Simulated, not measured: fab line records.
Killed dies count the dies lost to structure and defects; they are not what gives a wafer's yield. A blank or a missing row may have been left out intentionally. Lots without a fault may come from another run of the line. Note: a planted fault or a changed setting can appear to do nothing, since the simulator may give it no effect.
Problem report, 8D (eight disciplines) form, completed by code || flow gf180mcu || the parts of the form that need people (team, actions taken, sign-off) are left out

== 1. WHAT IS WRONG ==
At GF_V3_STRIP_18, n2_flow_sccm averages 239.6 sccm over 3 wafers from 2 lots, while fault-free wafers read 300.0 sccm, standard deviation 0.83. Relative to the usual mean, that is a shift of -73 standard deviations.
The step: strips in O2/N2.
Earliest sighting: wafer L462.3 on plasma_asher-04 at day 26 16:32. At this step, 39 wafers from 13 lots have a number in the record. Rule for "out", or "out of limits": more than 4 standard deviations from the usual mean. The rest of the wafers with a number are treated as sound.

== 2. WHAT IT IS AND WHAT IT IS NOT ==
{"question": "which readings at this step", "is": "n2_flow_sccm", "is not": "chamber_pressure_mTorr, drypump_motor_current_A, heater_power_w, oes_product_au"}
{"question": "which lots", "is": "L462, L463", "is not": "L450, L451, L452, L453, L454, L455, L456, L465, L470, L471, L473"}
{"question": "which wafers of those lots", "is": "L462.3, L462.6, L463.1", "is not": "L462.5, L463.2, L463.3"}
{"question": "read on which tools", "is": "plasma_asher-04", "is not": "plasma_asher-01, plasma_asher-02"}
{"question": "when", "is": "from day 26 16:32", "is not": "up to then (22 sound wafers); but 14 sound wafers of L463, L465, L470, L471, L473 came after"}

== 3. SUSPECTS, AND WHAT RULES EACH OUT ==
Counting: a tool at a process step up to the reading stays a suspect if it ran every lot that is out. Sound lots after the first of them don't rule it out here, since some wafers of a struck lot are sound.
- plasma_asher-04 at GF_V3_STRIP_18 (strips in O2/N2): kept. Ran every lot that is out, first one L462 (day 26 16:32); last sound lot up to then L455 (day 24 14:49). Its own n2_flow_sccm readings are out on those wafers.
- At GF_V3_STRIP_18 on plasma_asher-04, chamber 1 took the sound wafers of the same lots and chamber 0 took the wafers that are out.
Left after counting: plasma_asher-04 at GF_V3_STRIP_18.

== 4. THE CAUSE (what the simulator had put in) ==
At GF_V3_STRIP_18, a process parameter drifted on plasma_asher-04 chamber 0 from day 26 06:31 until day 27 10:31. Setting n2_flow_sccm, moved by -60, from 300. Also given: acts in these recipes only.
Only this tool survived the counting.

== 5. SEQUENCE OF EFFECTS, ordered by route ==
Each row: a reading whose mean over the struck wafers that have a number lies more than 3 standard deviations from the usual. Only readings whose record carries a usual standard deviation are examined. hours: median over the lots of the time between each lot's start at the first step of this table that gives one and its start at this step. sigmas: the change, counted in usual standard deviations.
{"hours": 0, "step": "GF_V3_STRIP_18", "reading": "n2_flow_sccm", "usual": "300.0 sccm", "on struck wafers": 239.6, "change": -60.4, "sigmas": -73}
Process steps it contains:
- GF_V3_STRIP_18: strips in O2/N2.

== 6. HOW IT WOULD HAVE BEEN CAUGHT EARLIER ==
In this record no reading fell out of limits until day 26 16:32, 10 hours after the fault had begun at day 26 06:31.
